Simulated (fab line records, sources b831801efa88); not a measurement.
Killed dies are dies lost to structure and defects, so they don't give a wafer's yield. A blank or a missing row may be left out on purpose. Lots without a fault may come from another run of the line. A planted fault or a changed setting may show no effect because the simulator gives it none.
Chamber matching | flow sky130 | SKY_VIA4_HDPCVD_00 on hdpcvd-02: 3 sister chambers
The step deposits SiO2, target thk 1750 nm, time 291.7 s. 3 wafers are shown with their chamber, then 8 later ones without.

WAFERS WITH THEIR CHAMBER
wafer  | chamber | pressure_mtorr (mTorr)
L399.2 | 0       | 6.004
L399.3 | 1       | 6.005
L400.1 | 2       | 5.992

WAFERS WITHOUT THEIR CHAMBER
wafer  | pressure_mtorr (mTorr)
L400.3 | 5.986
L400.6 | 5.997
L402.1 | 6.008
L402.2 | 5.991
L402.5 | 6.011
L404.4 | 5.993
L404.5 | 6.007
L404.6 | 5.998

WHICH CHAMBER EACH WENT THROUGH
wafer  | from the rows above          | in truth
L400.3 | 2                            | 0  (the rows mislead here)
L400.6 | can't be placed: 2 or 0 or 1 | 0
L402.1 | can't be placed: 1 or 0      | 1
L402.2 | 2                            | 2
L402.5 | can't be placed: 1 or 0      | 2
L404.4 | 2                            | 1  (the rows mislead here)
L404.5 | can't be placed: 1 or 0      | 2
L404.6 | can't be placed: 0 or 2 or 1 | 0
Placed correctly: 1 of 8. Can't be placed from these rows: 5 (the true chamber is among the candidates in 3). Placed wrongly: 2.
How it was worked out, from the rows above alone: a wafer's distance from a chamber is the root of the sum, over the readings, of the square of ((its reading less the chamber's mean) divided by the reading's scatter). The wafer belongs to the nearest chamber; if the next one is less than 2 further off, it can't be placed. A chamber's mean is the mean of its shown wafers. The scatter: with one shown wafer a chamber, the root of the mean of the squares of how far each hidden wafer lies from its nearest shown one.
